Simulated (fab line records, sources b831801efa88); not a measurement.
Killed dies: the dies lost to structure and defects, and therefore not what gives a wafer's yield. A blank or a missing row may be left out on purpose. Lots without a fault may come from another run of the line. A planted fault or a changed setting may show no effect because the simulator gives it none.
Problem report in the 8D (eight disciplines) form, filled by code | flow sky130 | the parts of the form that need people (team, actions taken, sign-off) are left out

== 1. THE ISSUE ==
Mean of killed_at_M4_up at SKY_PAD_OPEN_PROBE_99: 59.4 across 5 wafers in 2 lots; on wafers with no fault it is 3.3 (standard deviation 2.1). That is +27 standard deviations from the usual mean.
First seen on wafer L564.2, day 48 02:09, on prober-02. The record holds 5 wafers of 2 lots with a number at this step. Rule for "out" (also "out of limits"): further than 4 standard deviations from the usual mean. Any other wafer with a number is counted as sound.

== 2. WHAT IT IS; WHAT IT IS NOT ==
question                    | is                                                                                                    | is not
which readings at this step | killed_at_M4_up, defect limited yield, killed dies, sort_bin_3_pad_short, sort n pass, sort yield pct | killed_at_M0_to_M3, killed at contacts, killed at front end, killed at other, killed open, killed short, sort_bin_6_memory
which lots                  | L564, L569                                                                                            | -
which wafers of those lots  | all that have a number                                                                                | -
read on which tools         | prober-02                                                                                             | -
when                        | from day 48 02:09                                                                                     | up to then (0 sound wafers)

== 3. THE SUSPECTS, EACH WITH WHAT RULES IT OUT ==
Counting: a tool stays on the suspect list if, at a process step up to the reading, it processed all lots that are out and no sound lot following the first of them.
- plasma asher-04 at SKY_VIA4_STRIP_13 (strips in O2/N2): kept. It ran every lot that is out, first L564 (day 45 07:18), and no sound lot after that.
- wet bench-03 at SKY_METAL5_CLEAN_18 (cleans in IPA, time 180 s): kept. It ran every lot that is out, first L564 (day 46 06:25), and no sound lot after that.
- plasma asher-01 at SKY_PAD_OPEN_STRIP_08 (strips in O2/N2): kept. It ran every lot that is out, first L564 (day 47 23:30), and no sound lot after that.
- prober-02 at SKY_PAD_OPEN_PROBE_99: kept. It ran every lot that is out, first L564 (day 48 02:09), and no sound lot after that. Out on those wafers are its own readings of defect limited yield, killed_at_M4_up, killed dies, sort_bin_3_pad_short, sort n pass, sort yield pct.
Left after counting: plasma asher-04 at SKY_VIA4_STRIP_13, wet bench-03 at SKY_METAL5_CLEAN_18, plasma asher-01 at SKY_PAD_OPEN_STRIP_08, prober-02 at SKY_PAD_OPEN_PROBE_99.

== 4. THE CAUSE (what the simulator had put in) ==
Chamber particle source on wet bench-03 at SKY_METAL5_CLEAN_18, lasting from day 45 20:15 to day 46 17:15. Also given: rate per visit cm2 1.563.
Of the 4 suspects that counting leaves, this tool is one.

== 5. THE EFFECT CHAIN, in route order ==
Rows list readings where the struck wafers' mean (over those with a number) sits beyond 3 standard deviations from the usual. Readings are gone through only where the record gives a usual standard deviation; hours: the median, over the lots, of the time from a lot's start at the first step in this table giving one to that lot's start at this step; sigmas: the change measured in usual standard deviations.
hours | step                  | reading              | usual  | on struck wafers | change | sigmas
0     | SKY_PAD_OPEN_PROBE_99 | defect limited yield | 82.2 % | 71.1             | -11.1  | -6.2
0     | SKY_PAD_OPEN_PROBE_99 | killed_at_M4_up      | 3.3    | 59.4             | +56.1  | +27
0     | SKY_PAD_OPEN_PROBE_99 | killed dies          | 88     | 142              | +54    | +6.0
0     | SKY_PAD_OPEN_PROBE_99 | sort_bin_3_pad_short | 0.9 %  | 4.1              | +3.2   | +8.0
0     | SKY_PAD_OPEN_PROBE_99 | sort_bin_5_function  | 10.4 % | 18.2             | +7.8   | +5.2
0     | SKY_PAD_OPEN_PROBE_99 | sort n pass          | 404    | 350              | -54    | -6.0
0     | SKY_PAD_OPEN_PROBE_99 | sort yield pct       | 82.2 % | 71.1             | -11.1  | -6.2
Process steps it contains:
- SKY_PAD_OPEN_PROBE_99

== 6. HOW IT WOULD HAVE BEEN CAUGHT EARLIER ==
First out-of-limits reading in this record: day 48 02:09, which is 54 hours after fault onset at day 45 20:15.
The start of SKY_METAL5_CLEAN_18 on wet bench-03 came by day 48 02:09 for every one of the lots that are out (2). None of them would have been spared by holding the tool at that moment.
